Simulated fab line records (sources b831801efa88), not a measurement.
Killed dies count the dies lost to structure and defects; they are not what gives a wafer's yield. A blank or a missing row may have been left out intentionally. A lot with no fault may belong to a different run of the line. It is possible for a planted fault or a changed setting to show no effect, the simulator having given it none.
The tool behind it: which one? :: flow sky130 :: 6 lots, 18 wafers sampled, at 3 steps of a route of 708

WHAT EACH GAUGE READ, for each wafer
SKY_VT_ADJUST_LVTN_OVL_MEAS_07.
lot: L241
measured: day 7 03:17
on: overlay-01
VT_ADJUST_LVTN_OVL (nm): 2.4 1.9 0.5

lot: L243
measured: day 7 14:38
on: overlay-01
VT_ADJUST_LVTN_OVL (nm): -2.6 -0.9 -3.9

lot: L248
measured: day 9 00:26
on: overlay-02
VT_ADJUST_LVTN_OVL (nm): 0.0 2.1 -1.0

lot: L254
measured: day 10 12:51
on: overlay-02
VT_ADJUST_LVTN_OVL (nm): 169.6 171.1 168.5

lot: L256
measured: day 11 10:35
on: overlay-01
VT_ADJUST_LVTN_OVL (nm): -1.3 -0.3 -0.6

lot: L260
measured: day 12 06:41
on: overlay-01
VT_ADJUST_LVTN_OVL (nm): 0.8 -0.1 0.8

EACH LOT AND THE TOOL THAT RAN IT (in order: tool; ch and the chambers of the sampled wafers; start)
lot: L241
SKY_FIELD_ISO_ETCH_15: rieDiel-04 ch 0,2,3, day 2 11:23
SKY_VT_ADJUST_LVTN_EXPOSE_04: ilineStepper-01 ch 0, day 6 17:51

lot: L243
SKY_FIELD_ISO_ETCH_15: rieDiel-04 ch 1,2,3, day 2 19:39
SKY_VT_ADJUST_LVTN_EXPOSE_04: ilineStepper-01 ch 0, day 7 04:53

lot: L248
SKY_FIELD_ISO_ETCH_15: rieDiel-04 ch 1,2,3, day 3 22:48
SKY_VT_ADJUST_LVTN_EXPOSE_04: ilineStepper-02 ch 0, day 8 14:11

lot: L254
SKY_FIELD_ISO_ETCH_15: rieDiel-02 ch 1,3, day 5 06:03
SKY_VT_ADJUST_LVTN_EXPOSE_04: ilineStepper-02 ch 0, day 10 02:09

lot: L256
SKY_FIELD_ISO_ETCH_15: rieDiel-04 ch 2,3, day 5 19:29
SKY_VT_ADJUST_LVTN_EXPOSE_04: ilineStepper-01 ch 0, day 10 22:50

lot: L260
SKY_FIELD_ISO_ETCH_15: rieDiel-01 ch 0,2, day 6 11:54
SKY_VT_ADJUST_LVTN_EXPOSE_04: ilineStepper-01 ch 0, day 11 18:58
- SKY_FIELD_ISO_ETCH_15: etches the open film in CHF3/O2, stops on Si, target depth 180 nm, time 72 s.
- SKY_VT_ADJUST_LVTN_EXPOSE_04: exposes mask NWM COMPLEMENT LESS NATIVE, target cd 840 nm.

THE ANSWER, worked out from the rows above alone
Rule: the lots themselves supply what counts as usual. Put in order of their means at a reading, lots are off if they are a third of the lots or fewer, leave a main group of 4 or more, and stand apart from it by a gap of 3 or more times the standard deviation of the main group's means; of several such gaps the widest counts. A main group whose means are all the same, to the digits that the tables above print for the reading, isn't used. A lot without any number at a reading at which 4 lots or more have one is off too. Where the step has rows for the other lots, those lots are counted as sound.
Off: at SKY_VT_ADJUST_LVTN_OVL_MEAS_07 (VT_ADJUST_LVTN_OVL), L254. The main group has a mean of -0.1 nm with a standard deviation of 1.4.
If a tool, at a process step before that reading, ran all the lots that are off and no sound lot after the first of them, it fits. Gauges at SKY_VT_ADJUST_LVTN_OVL_MEAS_07: tried the same way as those tools. Can't be told from this: 3 tools fit, rieDiel-02 at SKY_FIELD_ISO_ETCH_15, ilineStepper-02 at SKY_VT_ADJUST_LVTN_EXPOSE_04, overlay-02 at SKY_VT_ADJUST_LVTN_OVL_MEAS_07.

WHAT THE SIMULATOR HAD PUT IN
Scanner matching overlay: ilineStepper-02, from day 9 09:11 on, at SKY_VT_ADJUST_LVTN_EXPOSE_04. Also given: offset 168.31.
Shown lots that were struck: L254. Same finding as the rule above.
